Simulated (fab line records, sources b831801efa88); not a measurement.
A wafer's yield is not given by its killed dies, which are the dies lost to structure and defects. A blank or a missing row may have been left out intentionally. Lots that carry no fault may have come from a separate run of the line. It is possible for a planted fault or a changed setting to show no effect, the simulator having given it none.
Which tool did it?	flow gf180mcu	7 lots with 21 wafers sampled at 2 steps, on a route of 602 steps

WHAT THE GAUGES SHOWED, per wafer
GF_SAB_CD_MEAS_09: the cd target is 420 nm.
lot	measured	on	cdNm (nm)
L671	day 16 04:13	cdSem-02	421.3 424.0 420.8
L676	day 18 01:29	cdSem-02	420.2 422.7 421.1
L678	day 18 23:03	cdSem-02	417.7 416.9 418.2
L685	day 21 01:49	cdSem-02	424.9 425.7 425.2
L689	day 22 12:07	cdSem-01	416.5 417.2 417.9
L691	day 23 05:27	cdSem-02	421.7 421.8 423.0
L693	day 23 17:28	cdSem-02	423.6 421.3 421.4

TOOL THAT RAN EACH LOT (tool first, then ch and the chambers of the sampled wafers, then the start)
lot	GF_DUAL_GATE_OXIDATION_02
L671	furnace-01 ch 0, day 8 07:07
L676	furnace-02 ch 0, day 9 18:34
L678	furnace-02 ch 0, day 10 05:07
L685	furnace-01 ch 0, day 11 21:11
L689	furnace-02 ch 0, day 13 04:10
L691	furnace-01 ch 0, day 13 20:45
L693	furnace-01 ch 0, day 14 11:08
- GF_DUAL_GATE_OXIDATION_02: stabilise 600 s, purge 300 s, target thk 10.887 nm.

THE ANSWER, worked out from the rows above alone
Rule: the usual values come from the lots themselves. Put in order of their means at a reading, lots are off if they are a third of the lots or fewer, leave a main group of 4 or more, and stand apart from it by a gap of 3 or more times the standard deviation of the main group's means; of several such gaps the widest counts. A main group whose means are all the same, to the digits that the tables above print for the reading, isn't used. Also off: a lot with no number at a reading for which 4 or more lots have one. The other lots that the step has rows for count as sound.
No lot is off on any of the readings shown, so nothing can be concluded from this.

WHAT THE SIMULATOR HAD INSERTED
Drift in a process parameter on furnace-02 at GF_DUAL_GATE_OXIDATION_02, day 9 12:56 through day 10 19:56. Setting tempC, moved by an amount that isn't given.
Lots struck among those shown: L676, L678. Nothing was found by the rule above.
